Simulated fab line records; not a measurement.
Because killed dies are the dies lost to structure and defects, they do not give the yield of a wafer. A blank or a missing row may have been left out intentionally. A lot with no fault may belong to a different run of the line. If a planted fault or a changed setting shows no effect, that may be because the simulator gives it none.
One fault seen from 2 desks | flow gf180mcu | every desk sees just its own numbers, and what lay behind them comes last

== FOR THE TOOL OWNER'S DESK: implanter-03 ==
The tool's own readings at GF_MVSD_IMPLANT_09: means of the sampled wafers that have a number, for each lot that ran on this tool. A lot is out of limits, marked OUT, if its mean lies more than 4 standard deviations from the usual mean; the brackets give that distance.
Columns: A = beam on s at GF_MVSD_IMPLANT_09, usual 10.03 s; B = faraday current uA at GF_MVSD_IMPLANT_09, usual 28.1
lot  | first seen here | A               | B
L534 | day 5 13:59     | 9.97            | 28.3
L536 | day 5 21:25     | 10.08           | 27.9
L538 | day 6 08:40     | 9.92            | 28.4
L545 | day 8 01:55     | 12.33 (+12) OUT | 22.8 (-10) OUT
L547 | day 8 16:22     | 12.46 (+13) OUT | 22.7 (-10) OUT
This desk's finding: out of limits on L545, L547; first on L545, day 8 01:55 (beam on s at GF_MVSD_IMPLANT_09). L534, L536, L538 stayed within limits.

== THE METROLOGY DESK ==
Means of the sampled wafers that have a number, per lot and without regard to the tool the lot ran on: this is what the gauges read. A lot is out of limits, marked OUT, if its mean lies more than 4 standard deviations from the usual mean; the brackets give that distance.
Columns: A = MVSD_RS at GF_VT_IMPLANT_RS_MEAS_46, usual 456.4 ohm/sq
lot  | first seen here | A
L530 | day 7 14:24     | 456.8
L532 | day 8 03:10     | 456.4
L534 | day 8 19:33     | 457.3
L535 | day 8 22:51     | 454.9
L536 | day 9 04:40     | 456.3
L538 | day 9 19:37     | 457.1
L539 | day 10 00:54    | 456.9
L543 | day 11 06:02    | 457.0
L544 | day 11 18:40    | 455.7
L545 | day 11 18:55    | 440.8 (-16) OUT
L547 | day 12 12:41    | 442.1 (-14) OUT
L550 | day 13 12:03    | 456.9
L552 | day 14 01:03    | 457.3
This desk reports L545, L547 out of limits; the earliest was L545 at day 11 18:55 (MVSD_RS at GF_VT_IMPLANT_RS_MEAS_46). L530, L532, L534, L535, L536, L538, L539, L543, L544, L550, L552 stayed within limits.

== ALL TOGETHER ==
On L545, L547, at day 8 01:55, an alarm was possible from the tool owner's desk.
At day 11 18:55 the metrology desk could have sounded an alarm, on L545, L547.
Of the lots named, all ran GF_MVSD_IMPLANT_09 on implanter-03.

== WHAT THE SIMULATOR PUT IN ==
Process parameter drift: implanter-03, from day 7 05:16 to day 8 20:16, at GF_MVSD_IMPLANT_09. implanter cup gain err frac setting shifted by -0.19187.
Lots struck among those shown: L545, L547.
Fault start to first reading out of limits, in hours, per desk: tool owner, 21; metrology, 110.
